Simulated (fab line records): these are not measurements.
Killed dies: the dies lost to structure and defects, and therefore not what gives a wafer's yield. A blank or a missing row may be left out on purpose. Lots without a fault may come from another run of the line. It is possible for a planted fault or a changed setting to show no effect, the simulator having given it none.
Which tool is to blame? ; flow sky130 ; 12 lots with 36 wafers sampled at 4 steps, on a route of 708 steps

WHAT EACH GAUGE READ, for each wafer
SKY_VIA1_RS_MEAS_22: a four-point-probe measurement.
lot;measured;on;VIA1_W_RS (ohm/sq)
L518;day 33 20:28;filmMetro-04;0.425 0.430 0.426
L522;day 35 06:35;filmMetro-01;0.434 0.419 0.435
L525;day 36 10:59;filmMetro-04;0.424 0.418 0.427
L526;day 36 13:19;filmMetro-04;0.421 0.420 0.419
L527;day 36 13:23;filmMetro-01;0.413 0.430 0.437
L532;day 38 01:49;filmMetro-01;0.439 0.417 0.433
L533;day 38 10:35;filmMetro-01;0.436 0.435 0.430
L534;day 39 21:37;filmMetro-02;0.438 0.424 0.427
L536;day 39 23:13;filmMetro-01;0.441 0.423 0.437
L537;day 40 02:04;filmMetro-01;0.429 0.432 0.430
L538;day 40 04:06;filmMetro-01;0.435 0.432 0.436
L539;day 40 08:44;filmMetro-02;0.431 0.422 0.434

SKY_VIA2_OVL_MEAS_13.
lot;measured;on;VIA2_OVL (nm)
L518;day 36 03:01;overlay-01;2 6 4
L522;day 37 13:17;overlay-02;-9 7 -6
L525;day 38 16:39;overlay-01;-6 -11 -4
L526;day 38 19:44;overlay-02;-5 1 2
L527;day 38 20:05;overlay-01;-9 -2 -9
L532;day 40 06:22;overlay-02;-8 -1 -12
L533;day 40 13:59;overlay-02;-3 -6 -6
L534;day 42 00:22;overlay-01;-8 -15 -8
L536;day 42 02:16;overlay-01;3 8 8
L537;day 42 03:50;overlay-02;-6 0 2
L538;day 42 07:05;overlay-01;-8 -9 -5
L539;day 42 11:16;overlay-01;-3 4 -4

WHAT TOOL EACH LOT RAN ON (gives the tool, then ch and the chambers of the sampled wafers, and finally the start)
lot;SKY_VIA1_CVD_21;SKY_VIA2_HDPCVD_00
L518;cvdW-01 ch 0,1, day 33 20:23;hdpcvd-01 ch 0,1, day 34 23:48
L522;cvdW-02 ch 0,1, day 35 06:30;hdpcvd-02 ch 0,1,2, day 36 10:25
L525;cvdW-01 ch 0,1, day 36 10:53;hdpcvd-02 ch 0,1,2, day 37 14:29
L526;cvdW-01 ch 0, day 36 13:13;hdpcvd-01 ch 0,1,2, day 37 17:20
L527;cvdW-02 ch 0,1, day 36 13:18;hdpcvd-02 ch 0,1,2, day 37 17:31
L532;cvdW-02 ch 0,1, day 38 01:43;hdpcvd-01 ch 0,1,2, day 39 04:14
L533;cvdW-02 ch 1, day 38 10:29;hdpcvd-02 ch 0,1, day 39 13:08
L534;cvdW-01 ch 0,1, day 39 21:31;hdpcvd-01 ch 0,1,2, day 40 23:41
L536;cvdW-02 ch 0,1, day 39 23:06;hdpcvd-01 ch 0,1,2, day 41 01:25
L537;cvdW-01 ch 0,1, day 40 01:58;hdpcvd-01 ch 0,1, day 41 03:52
L538;cvdW-01 ch 0,1, day 40 04:01;hdpcvd-02 ch 1,2, day 41 06:34
L539;cvdW-02 ch 0,1, day 40 08:38;hdpcvd-02 ch 0,1,2, day 41 10:41
- SKY_VIA1_CVD_21: deposits W, target thk 270 nm, time 80.902 s.
- SKY_VIA2_HDPCVD_00: deposits SiO2, target thk 1180 nm, time 196.7 s.

AS READ BY THE TOOLS THEMSELVES (means over the sampled wafers that have a number; for cases with no such wafer, the mark the record gives instead)
SKY_VIA1_CVD_21.
lot;tool;heaterPowerW (W)
L518;cvdW-01;832
L522;cvdW-02;923
L525;cvdW-01;819
L526;cvdW-01;789
L527;cvdW-02;930
L532;cvdW-02;951
L533;cvdW-02;968
L534;cvdW-01;824
L536;cvdW-02;930
L537;cvdW-01;841
L538;cvdW-01;881
L539;cvdW-02;914

SKY_VIA2_HDPCVD_00.
lot;tool;pressureMtorr (mTorr);runLengthS (s);sih4FlowSccm (sccm)
L518;hdpcvd-01;6.012;224.9;59.87
L522;hdpcvd-02;5.999;224.0;60.13
L525;hdpcvd-02;-;-;-
L526;hdpcvd-01;-;-;-
L527;hdpcvd-02;-;-;-
L532;hdpcvd-01;6.017;224.3;59.90
L533;hdpcvd-02;6.007;223.9;59.91
L534;hdpcvd-01;5.989;224.4;60.11
L536;hdpcvd-01;5.997;224.5;59.91
L537;hdpcvd-01;5.997;224.5;60.00
L538;hdpcvd-02;5.996;224.0;60.00
L539;hdpcvd-02;6.001;223.9;60.07

THE ANSWER, worked out from the rows above alone
Rule: usual is defined by the lots themselves. The widest of any qualifying gaps counts: lots, ordered by their means at a reading, are off when they make up no more than a third of the lots, leave a main group of 4 or more, and stand apart from it by 3 or more times the standard deviation of that group's means. A main group is skipped when, at the precision printed for the reading in the tables above, its means are all equal. A lot without any number at a reading at which 4 lots or more have one is off too. All remaining lots with rows at the step are treated as sound. After the gauges, taken in route order, come the tools' own readings; for these a lot's mean is taken, as printed above. The first step at which some lot is off is used, and at that step the reading that is off furthest; a lot without a number counts as furthest.
Off: L525, L526, L527 (SKY_VIA2_HDPCVD_00, pressureMtorr). Without a number there: L525, L526, L527. The main group has a mean of 6.002 mTorr with a standard deviation of 0.0083.
If a tool, at that step or one of the process steps before it, ran each lot that is off and ran no sound lot following the first of them, it fits. No candidate that was tried fits.

WHAT THE SIMULATOR PUT IN
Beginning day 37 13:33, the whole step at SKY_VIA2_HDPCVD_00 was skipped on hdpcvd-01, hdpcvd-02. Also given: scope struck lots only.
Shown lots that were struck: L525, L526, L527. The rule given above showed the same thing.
